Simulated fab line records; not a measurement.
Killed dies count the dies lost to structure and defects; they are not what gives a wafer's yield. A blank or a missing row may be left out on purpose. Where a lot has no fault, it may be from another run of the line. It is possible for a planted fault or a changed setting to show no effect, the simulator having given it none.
A single fault, viewed from 2 desks || flow sfqLine || numbers are kept per desk, each desk with only its own; the story behind them comes last

## TOOL OWNER'S DESK, rieMetal-03
The tool's own readings at SFQ_TRILAYER_M3_BARC_OPEN_METAL_ETCH_100 (etches BARC in O2, target depth 125 nm, time 41.7 s): means of the sampled wafers that have a number, for each lot that ran on this tool. Marked OUT: a lot whose mean sits more than 4 standard deviations from the usual mean, which makes it out of limits; the brackets give that distance.
Columns: A = biasW at SFQ_TRILAYER_M3_BARC_OPEN_METAL_ETCH_100, usual 80.02 W; B = drypumpMotorCurrentA at SFQ_TRILAYER_M3_BARC_OPEN_METAL_ETCH_100, usual 5.9 A; C = oesProductAu at SFQ_TRILAYER_M3_BARC_OPEN_METAL_ETCH_100, usual 0.685 a.u.; D = runLengthS at SFQ_TRILAYER_M3_BARC_OPEN_METAL_ETCH_100, usual 69.9 s
{"lot": "L623", "first seen here": "day 44 09:37", "A": 79.87, "B": 6.0, "C": 0.690, "D": 69.8}
{"lot": "L624", "first seen here": "day 45 12:45", "A": 80.02, "B": 6.0, "C": 0.684, "D": 69.7}
{"lot": "L629", "first seen here": "day 48 07:01", "A": 80.22, "B": 5.5, "C": 0.684, "D": 69.3}
{"lot": "L633", "first seen here": "day 50 07:12", "A": "-", "B": 5.2, "C": "0.711 (+5.7) OUT", "D": 68.0}
{"lot": "L634", "first seen here": "day 50 10:48", "A": "-", "B": 5.7, "C": "0.710 (+5.3) OUT", "D": 68.0}
Finding of this desk: L633, L634 out of limits; the first was L633 at day 50 07:12, on oesProductAu at SFQ_TRILAYER_M3_BARC_OPEN_METAL_ETCH_100. In limits: L623, L624, L629.

## FROM THE METROLOGY DESK
What the gauges read for every lot (on any tool): the sampled wafers with a number, averaged. Marked OUT: a lot whose mean sits more than 4 standard deviations from the usual mean, which makes it out of limits; the brackets give that distance.
Columns: A = M8_AU_THK at SFQ_M8_THK_MEAS_950, usual 177.0 nm; B = M8_BOW at SFQ_M8_BOW_MEAS_951, usual 11 um
{"lot": "L623", "first seen here": "day 85 18:25", "A": 176.3, "B": -0}
{"lot": "L624", "first seen here": "day 86 19:37", "A": 178.2, "B": 0}
{"lot": "L625", "first seen here": "day 86 23:13", "A": 178.9, "B": 9}
{"lot": "L627", "first seen here": "day 87 05:17", "A": 177.4, "B": 13}
{"lot": "L628", "first seen here": "day 87 07:41", "A": 180.0, "B": 23}
{"lot": "L629", "first seen here": "day 87 09:01", "A": 178.7, "B": 23}
{"lot": "L631", "first seen here": "day 90 03:08", "A": 180.1, "B": 2}
{"lot": "L633", "first seen here": "day 95 14:41", "A": 177.2, "B": 10}
{"lot": "L634", "first seen here": "day 95 18:18", "A": 181.8, "B": 26}
{"lot": "L637", "first seen here": "day 96 12:16", "A": 172.0, "B": 15}
{"lot": "L641", "first seen here": "day 101 00:19", "A": 179.8, "B": 11}
{"lot": "L643", "first seen here": "day 101 01:48", "A": 176.7, "B": -3}
{"lot": "L644", "first seen here": "day 101 02:32", "A": 176.8, "B": 3}
{"lot": "L645", "first seen here": "day 101 03:22", "A": 176.4, "B": 7}
Finding of this desk: none of the 14 lots has anything out of limits.

## ALL TOGETHER
On L633, L634, at day 50 07:12, an alarm was possible from the tool owner's desk.
Metrology desk: nothing out of limits seen.
The metrology desk has L633, L634 on record, within its limits.
Of the lots named, all ran SFQ_TRILAYER_M3_BARC_OPEN_METAL_ETCH_100 on rieMetal-03.

## WHAT HAD BEEN PUT IN BY THE SIMULATOR
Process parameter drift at SFQ_TRILAYER_M3_BARC_OPEN_METAL_ETCH_100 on rieMetal-03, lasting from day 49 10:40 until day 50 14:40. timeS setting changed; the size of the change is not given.
Struck lots among those shown: L633, L634.
Each desk's first reading out of limits, in hours after the fault started: the tool owner's desk, 21.
